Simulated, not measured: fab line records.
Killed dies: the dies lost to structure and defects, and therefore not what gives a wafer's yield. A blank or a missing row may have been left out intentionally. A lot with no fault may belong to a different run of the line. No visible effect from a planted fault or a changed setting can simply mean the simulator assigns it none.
Matching of chambers + flow sky130 + 4 sister chambers for SKY_VIA4_CMP_02 on cmp-01
The step polishes SiO2. 18 wafers are shown with their chamber, then 9 later ones without.

WAFERS PAIRED WITH THEIR CHAMBERS
| wafer  | chamber | motor current A (A) |
|--------|---------|---------------------|
| L607.1 | 2       | 10.7                |
| L607.3 | 3       | 12.2                |
| L607.6 | 3       | 11.5                |
| L611.2 | 1       | 10.7                |
| L611.3 | 2       | 10.9                |
| L611.5 | 3       | 11.8                |
| L614.3 | 0       | 12.9                |
| L614.4 | 3       | 12.1                |
| L614.6 | 2       | 11.9                |
| L615.2 | 1       | 10.4                |
| L615.3 | 0       | 13.4                |
| L615.5 | 2       | 11.5                |
| L616.2 | 0       | 12.8                |
| L616.5 | 1       | 10.8                |
| L616.6 | 0       | 12.0                |
| L617.1 | 3       | 12.0                |
| L617.2 | 1       | 10.8                |
| L617.5 | 3       | 12.3                |

SIGNATURES (averages over the wafers above)
| reading         | chamber 0 | chamber 1 | chamber 2 | chamber 3 | scatter within a chamber |
|-----------------|-----------|-----------|-----------|-----------|--------------------------|
| motor current A | 12.775    | 10.675    | 11.250    | 11.983    | 0.419                    |
Rule: a wafer's distance from a chamber is the root of the sum, over the readings, of the square of ((its reading less the chamber's mean) divided by the reading's scatter). If the next closest chamber is less than 2 further off than the closest, the wafer can't be placed; otherwise it belongs to the closest. The scatter: the root of (the sum of the squares of (reading less its chamber's mean) over the shown wafers, divided by (wafers less chambers)).

WAFERS MISSING THEIR CHAMBER
| wafer  | motor current A (A) |
|--------|---------------------|
| L622.1 | 11.2                |
| L622.4 | 11.1                |
| L622.5 | 13.0                |
| L626.1 | 11.9                |
| L626.2 | 12.4                |
| L626.6 | 11.5                |
| L630.1 | 10.6                |
| L630.3 | 12.6                |
| L630.5 | 12.5                |

WHICH CHAMBER EACH ONE RAN IN
| wafer  | from the rows above          | in truth |
|--------|------------------------------|----------|
| L622.1 | can't be placed: 2 or 1 or 3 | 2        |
| L622.4 | can't be placed: 2 or 1 or 3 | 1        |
| L622.5 | can't be placed: 0 or 3      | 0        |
| L626.1 | can't be placed: 3 or 2 or 0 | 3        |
| L626.2 | can't be placed: 0 or 3 or 2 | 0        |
| L626.6 | can't be placed: 2 or 3 or 1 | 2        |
| L630.1 | can't be placed: 1 or 2      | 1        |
| L630.3 | can't be placed: 0 or 3      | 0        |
| L630.5 | can't be placed: 0 or 3      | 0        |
Placed correctly: 0 of 9. Cannot be placed on the basis of these rows: 9; the candidates contain the true chamber in 9. 0 placed wrongly.
